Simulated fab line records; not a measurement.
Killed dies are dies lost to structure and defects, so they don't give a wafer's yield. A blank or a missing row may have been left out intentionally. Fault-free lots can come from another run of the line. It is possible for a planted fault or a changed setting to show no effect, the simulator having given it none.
Which of the tools did it? -- flow sky130 -- Sampling: 14 lots, 42 wafers, 5 of 708 route steps

== WHAT THE GAUGES SHOWED, per wafer ==
SKY_VIA1_BOW_MEAS_03.
lot,measured,on,VIA1_BOW (um)
L580,day 33 02:59,film-metro-03,74 71 80
L581,day 33 12:56,film-metro-04,61 82 74
L583,day 34 12:55,film-metro-03,86 84 75
L589,day 36 02:35,film-metro-02,93 81 74
L590,day 36 11:25,film-metro-04,77 79 91
L591,day 36 20:12,film-metro-02,85 70 87
L592,day 37 06:38,film-metro-02,87 72 78
L593,day 37 22:11,film-metro-03,85 77 80
L595,day 38 04:20,film-metro-03,81 78 81
L594,day 38 07:06,film-metro-04,84 77 90
L596,day 39 00:28,film-metro-02,89 81 79
L599,day 39 09:59,film-metro-04,90 84 78
L600,day 39 14:15,film-metro-04,91 71 73
L601,day 39 19:10,film-metro-04,88 79 81

SKY_VIA2_CD_MEAS_12: the cd target is 200 nm.
lot,measured,on,cd-nm (nm)
L580,day 36 12:53,cd-sem-01,200.9 200.7 201.4
L581,day 37 00:34,cd-sem-01,199.6 198.8 198.1
L583,day 37 21:57,cd-sem-02,201.8 202.1 202.1
L589,day 39 10:34,cd-sem-02,200.4 200.6 201.0
L590,day 39 20:50,cd-sem-02,200.1 199.2 199.7
L591,day 40 03:05,cd-sem-02,200.6 198.7 200.8
L592,day 40 12:58,cd-sem-02,199.6 199.0 199.5
L593,day 41 04:02,cd-sem-01,199.3 199.3 200.4
L595,day 41 10:00,cd-sem-01,198.6 199.7 198.2
L594,day 41 12:58,cd-sem-02,200.0 198.4 199.1
L596,day 42 03:28,cd-sem-02,200.1 200.0 200.8
L599,day 42 13:59,cd-sem-01,202.7 202.1 202.2
L600,day 42 17:47,cd-sem-02,199.1 199.9 200.4
L601,day 42 22:22,cd-sem-01,200.1 199.6 199.6

SKY_METAL5_THK_MEAS_06: measures by xrf.
lot,measured,on,METAL5_ALCU_THK (nm)
L580,day 43 03:45,film-metro-01,1139 1142 1152
L581,day 43 14:55,film-metro-02,1128 1149 1143
L583,day 44 07:13,film-metro-02,1153 1142 1160
L589,day 45 14:35,film-metro-01,1336 1324 1339
L590,day 46 01:10,film-metro-04,1374 1378 1390
L591,day 46 03:43,film-metro-04,1136 1137 1128
L592,day 46 12:43,film-metro-01,1133 1132 1136
L593,day 47 02:31,film-metro-04,1138 1142 1140
L595,day 47 08:42,film-metro-04,1144 1148 1146
L594,day 47 10:26,film-metro-02,1135 1148 1147
L596,day 47 22:47,film-metro-02,1111 1128 1118
L599,day 48 07:35,film-metro-01,1165 1142 1164
L600,day 48 10:35,film-metro-02,1133 1129 1132
L601,day 48 14:43,film-metro-02,1152 1130 1147

== EACH LOT AND THE TOOL THAT RAN IT (in order: tool; ch and the chambers of the sampled wafers; start) ==
lot,SKY_VIA2_SPUTTER_20,SKY_METAL5_SPUTTER_04
L580,"pvd-sputter-03, day 36 13:45","pvd-sputter-01, day 43 03:35"
L581,"pvd-sputter-03, day 37 01:25","pvd-sputter-01, day 43 14:44"
L583,"pvd-sputter-03, day 37 22:49","pvd-sputter-04, day 44 07:03"
L589,"pvd-sputter-01, day 39 11:26","pvd-sputter-01, day 45 14:25"
L590,"pvd-sputter-02, day 39 21:41","pvd-sputter-01, day 46 01:00"
L591,"pvd-sputter-03, day 40 03:55","pvd-sputter-03, day 46 03:32"
L592,"pvd-sputter-01, day 40 13:49","pvd-sputter-01, day 46 12:32"
L593,"pvd-sputter-01, day 41 04:55","pvd-sputter-03, day 47 02:20"
L595,"pvd-sputter-03, day 41 10:52","pvd-sputter-03, day 47 08:32"
L594,"pvd-sputter-02, day 41 13:46","pvd-sputter-01, day 47 10:14"
L596,"pvd-sputter-02, day 42 04:19","pvd-sputter-01, day 47 22:36"
L599,"pvd-sputter-01, day 42 14:50","pvd-sputter-03, day 48 07:25"
L600,"pvd-sputter-02, day 42 18:38","pvd-sputter-03, day 48 10:25"
L601,"pvd-sputter-02, day 42 23:16","pvd-sputter-01, day 48 14:32"
- SKY_VIA2_SPUTTER_20: material TiN, target thk 20 nm, time 80 s.
- SKY_METAL5_SPUTTER_04: material TiN, target thk 70 nm, time 58.3 s.

== WHAT THE TOOLS THEMSELVES READ (means of the sampled wafers that have a number; where no wafer has one, the mark that the record gives instead) ==
SKY_VIA2_SPUTTER_20.
lot,tool,cathode-dc-power-W (W),chamber-pressure-pa (Pa),throttle-valve-pct (%)
L580,pvd-sputter-03,3999.8,4.997,31.6
L581,pvd-sputter-03,3999.7,4.997,30.3
L583,pvd-sputter-03,4000.3,4.998,31.1
L589,pvd-sputter-01,3999.4,5.005,29.8
L590,pvd-sputter-02,4000.4,4.999,30.9
L591,pvd-sputter-03,4000.2,5.003,31.2
L592,pvd-sputter-01,4000.0,5.000,29.3
L593,pvd-sputter-01,4000.5,5.005,29.2
L595,pvd-sputter-03,4000.3,5.010,30.3
L594,pvd-sputter-02,3998.9,5.000,30.7
L596,pvd-sputter-02,3999.9,5.011,31.1
L599,pvd-sputter-01,4000.3,5.003,29.2
L600,pvd-sputter-02,4000.0,5.003,30.6
L601,pvd-sputter-02,4000.9,5.007,30.0

SKY_METAL5_SPUTTER_04.
lot,tool,cathode-dc-power-W (W),chamber-pressure-pa (Pa),throttle-valve-pct (%)
L580,pvd-sputter-01,6499.2,0.4003,30.0
L581,pvd-sputter-01,6499.8,0.3995,29.3
L583,pvd-sputter-04,6501.3,0.3998,31.3
L589,pvd-sputter-01,-,-,-
L590,pvd-sputter-01,-,-,-
L591,pvd-sputter-03,6500.5,0.3993,31.5
L592,pvd-sputter-01,6500.0,0.3996,30.2
L593,pvd-sputter-03,6500.4,0.3999,31.5
L595,pvd-sputter-03,6500.6,0.4000,30.6
L594,pvd-sputter-01,6500.7,0.4001,29.4
L596,pvd-sputter-01,6500.0,0.3994,29.1
L599,pvd-sputter-03,6500.1,0.4010,29.8
L600,pvd-sputter-03,6501.0,0.4004,30.2
L601,pvd-sputter-01,6498.9,0.4002,29.7

== THE ANSWER, worked out from the rows above alone ==
Rule: usual is defined by the lots themselves. The widest of any qualifying gaps counts: lots, ordered by their means at a reading, are off when they make up no more than a third of the lots, leave a main group of 4 or more, and stand apart from it by 3 or more times the standard deviation of that group's means. A main group is skipped when, at the precision printed for the reading in the tables above, its means are all equal. A lot without any number at a reading at which 4 lots or more have one is off too. The other lots that the step has rows for count as sound. After the gauges, taken in route order, come the tools' own readings; for these a lot's mean is taken, as printed above. The first step at which some lot is off is used, and at that step the reading that is off furthest; a lot without a number counts as furthest.
Off: L589, L590, seen at SKY_METAL5_THK_MEAS_06 (METAL5_ALCU_THK). The main group: mean 1140 nm, standard deviation 9.6.
A tool fits if, at a process step before that reading, it ran every lot that is off, and no sound lot after the first of them. Not tried: the gauges at SKY_METAL5_THK_MEAS_06; whatever is off there is also off at SKY_METAL5_SPUTTER_04, on other tools, and gauge error can't account for it. Not one of the candidates tried fits.

== WHAT HAD BEEN PUT IN BY THE SIMULATOR ==
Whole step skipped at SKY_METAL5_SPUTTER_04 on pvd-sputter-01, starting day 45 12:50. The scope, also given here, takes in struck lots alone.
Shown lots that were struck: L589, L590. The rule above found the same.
